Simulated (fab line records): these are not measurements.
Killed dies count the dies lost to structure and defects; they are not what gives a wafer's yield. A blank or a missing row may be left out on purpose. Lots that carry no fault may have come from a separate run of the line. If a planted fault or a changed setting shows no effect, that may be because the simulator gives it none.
Matching of chambers -- flow gf180mcu -- pecvd-01 running GF_PASSIVATION_CVD_00: 3 sister chambers
The step deposits SiO2 from TEOS, target thk 1000 nm, time 111.95 s. 3 wafers are shown with their chamber, then 7 later ones without.

WAFERS PAIRED WITH THEIR CHAMBERS
wafer,chamber,heater_power_w (W)
L711.4,2,664
L715.1,0,869
L715.5,1,810

WAFERS WHOSE CHAMBER IS MISSING
wafer,heater_power_w (W)
L715.6,695
L718.1,760
L718.3,661
L718.4,860
L719.2,852
L719.3,821
L719.5,778

THE CHAMBER EACH PASSED THROUGH
wafer,from the rows above,in truth
L715.6,2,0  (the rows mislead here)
L718.1,can't be placed: 1 or 2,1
L718.3,2,2
L718.4,can't be placed: 0 or 1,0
L719.2,can't be placed: 0 or 1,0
L719.3,can't be placed: 1 or 0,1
L719.5,1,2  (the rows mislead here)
Placed correctly: 1 of 7. Cannot be placed on the basis of these rows: 4; the candidates contain the true chamber in 4. 2 placed wrongly.
How it was worked out, from the rows above alone: a wafer's distance from a chamber is the root of the sum, over the readings, of the square of ((its reading less the chamber's mean) divided by the reading's scatter). The wafer belongs to the nearest chamber; if the next one is less than 2 further off, it can't be placed. A chamber's mean is the mean of its shown wafers. The scatter: root of mean squared gap, hidden wafer to nearest shown wafer, with one shown wafer a chamber.
